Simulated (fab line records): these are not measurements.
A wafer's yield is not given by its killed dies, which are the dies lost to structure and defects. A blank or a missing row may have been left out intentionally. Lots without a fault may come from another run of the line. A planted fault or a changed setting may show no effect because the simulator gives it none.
Chamber matching | flow sky130 | 4 sister chambers for SKY_VIA3_ETCH_14 on rieDiel-02
The step etches BARC in N2/H2, stops on SiO2, time 45.9 s, target depth 60 nm. 4 wafers are shown with their chamber, then 8 later ones without.

EACH WAFER AND ITS CHAMBER
wafer  | chamber | throttleValvePct (%)
L079.5 | 1       | 13.221
L087.3 | 0       | 13.219
L087.6 | 3       | 13.214
L090.2 | 2       | 13.237

WAFERS WITHOUT THEIR CHAMBER
wafer  | throttleValvePct (%)
L090.3 | 13.219
L090.5 | 13.233
L092.1 | 13.224
L092.3 | 13.245
L092.5 | 13.225
L096.3 | 13.225
L096.4 | 13.230
L096.5 | 13.241

EACH ONE'S CHAMBER
wafer  | from the rows above               | in truth
L090.3 | can't be placed: 0 or 1 or 3      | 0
L090.5 | can't be placed: 2 or 1           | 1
L092.1 | can't be placed: 1 or 0 or 3      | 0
L092.3 | 2                                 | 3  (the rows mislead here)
L092.5 | can't be placed: 1 or 0 or 3 or 2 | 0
L096.3 | can't be placed: 1 or 0 or 3 or 2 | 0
L096.4 | can't be placed: 2 or 1 or 0 or 3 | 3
L096.5 | 2                                 | 2
Correct placement for 1 of the 8. Cannot be placed on the basis of these rows: 6; the candidates contain the true chamber in 6. Wrongly placed: 1.
How it was worked out, from the rows above alone: a wafer's distance from a chamber is the root of the sum, over the readings, of the square of ((its reading less the chamber's mean) divided by the reading's scatter). If the next closest chamber is less than 2 further off than the closest, the wafer can't be placed; otherwise it belongs to the closest. Each chamber's mean is taken over the wafers shown for it. The scatter: root of mean squared gap, hidden wafer to nearest shown wafer, with one shown wafer a chamber.
